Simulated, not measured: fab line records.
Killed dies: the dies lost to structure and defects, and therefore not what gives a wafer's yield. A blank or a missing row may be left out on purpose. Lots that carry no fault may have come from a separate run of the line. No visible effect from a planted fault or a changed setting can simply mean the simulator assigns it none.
Comparing a struck lot with a sound one | flow sky130 | 15 steps out of a route of 708
Sound: the wafers L568.1, L568.4, L568.5. Struck: wafers L579.3, L579.5, L579.6. At the end, the cause is stated.
For every step that has rows: the tool of each side, followed by ch and its chambers, followed by its first start. Under that, the readings that differ: sound wafers | struck wafers | difference of the means | sigmas: that difference in standard deviations of wafers without a fault.
alike: a reading whose means differ by less than 2 such deviations, as well as words and numbers matching on both sides. not compared: withheld readings; readings where some wafer has no value; bounds like >300 that might hide an equal value; numbers whose values overlap and for which the record gives no deviation.
A row with sigmas, a row that says differs or no value, or rows on one side alone: a step with any of these is where the two part. Numbers that don't overlap but have no deviation are shown without sigmas and don't part them. A reading missing from all wafers of one side parts the sides only when that side holds two or more wafers.

first, 7 steps without rows for these wafers: SKY_PAD_OPEN_DEHYDRATE_00 (time 60 s); SKY_PAD_OPEN_HMDS_01 (prime time 60 s); SKY_PAD_OPEN_COAT_02 (resist thk 3000 nm); SKY_PAD_OPEN_SOFTBAKE_03; SKY_PAD_OPEN_EXPOSE_04 (exposes mask PDM, target cd 60000 nm); SKY_PAD_OPEN_PEB_05; SKY_PAD_OPEN_DEVELOP_06 (develop time 60 s).
SKY_PAD_OPEN_ETCH_07: etches the open film in CF4/O2, stops on AlCu, target depth 725 nm, time 161.1 s.
  sound on rie diel-03 ch 0,1, day 47 02:01; struck on rie diel-03 ch 0,1, day 49 20:52
  alike: drypump motor current A, oes product au, throttle valve pct
  not compared: rf hours counter h
SKY_PAD_OPEN_STRIP_08: strips in O2/N2.
  sound on plasma asher-03 ch 1, day 47 02:07; struck on plasma asher-04 ch 0,1, day 49 21:00
  alike: drypump motor current A, n2 flow sccm, oes product au, strip time to endpoint s
  not compared: rf hours counter h
then, 3 steps without rows for these wafers: SKY_PAD_OPEN_STRIP_09 (strips in post etch residue remover, time 1200 s); SKY_PAD_OPEN_CLEAN_10 (cleans in IPA, time 180 s); SKY_PAD_OPEN_CLEAN_11 (cleans in O3/DIW).
SKY_PAD_OPEN_ANNEAL_12:
  sound on furnace-01 ch 0, day 47 02:43; struck on furnace-02 ch 0, day 49 21:34
  reading                | sound             | struck            | difference | sigmas
  spike tc bottom C (C)  | 426 425 426       | 372 375 374       | -52        | -14
  spike tc centre C (C)  | 399.5 399.2 400.1 | 359.1 358.6 357.5 | -41.2      | -22
  spike tc lower C (C)   | 401.9 399.4 401.6 | 355.2 354.5 354.6 | -46.2      | -46
  spike tc top C (C)     | 434 435 434       | 386 385 385       | -49        | -13
  spike tc upper C (C)   | 398.8 401.4 399.5 | 353.7 355.2 353.9 | -45.6      | -46
  zone power top pct (%) | 11.14 11.28 11.04 | 9.02 9.12 9.34    | -1.99      | -9
SKY_PAD_OPEN_BOW_MEAS_13:
  sound on film metro-04 at day 47 04:13; struck on film metro-03 at day 49 23:06
  alike: PAD_OPEN_BOW
SKY_PAD_OPEN_PROBE_99:
  sound on prober-01 at day 47 04:20; struck on prober-02 at day 49 23:17
  reading                                          | sound                | struck               | difference | sigmas
  killed_at_M4_up                                  | 11 4 3               | 2 1 2                | -4         | -2
  model.etest.diode ndiff fingers.leak log10 a cm2 | -6.5 -6.437 -6.54    | -6.254 -6.213 -6.15  | +0.287     |
  model.etest.diode pdiff fingers.leak log10 a cm2 | -6.478 -6.648 -6.506 | -6.081 -6.087 -6.364 | +0.367     |
  model.etest.nfet g5v0d10v5.off log10 a um        | -13.97 -13.94 -13.96 | -13.74 -13.88 -13.74 | +0.17      |
  alike: defect limited yield, killed_at_M0_to_M3, killed at contacts, killed at front end, killed at other, killed dies, killed open, killed short, sort_bin_3_pad_short, sort_bin_5_function, sort_bin_6_memory, sort n pass, sort yield pct
  not compared: model.etest.nfet_01v8_turned.off log10 a um, model.etest.nfet_01v8.off log10 a um, model.etest.nfet_01v8_swapped.off log10 a um, model.etest.nfet_16v.off log10 a um, model.etest.pfet_16v.off log10 a um

WHERE THEY PART
Last at SKY_PAD_OPEN_PROBE_99 as far as this record goes, first at SKY_PAD_OPEN_ANNEAL_12.

WHY: what had been put in by the simulator
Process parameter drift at SKY_PAD_OPEN_ANNEAL_12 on furnace-02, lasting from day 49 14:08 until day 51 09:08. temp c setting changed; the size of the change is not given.
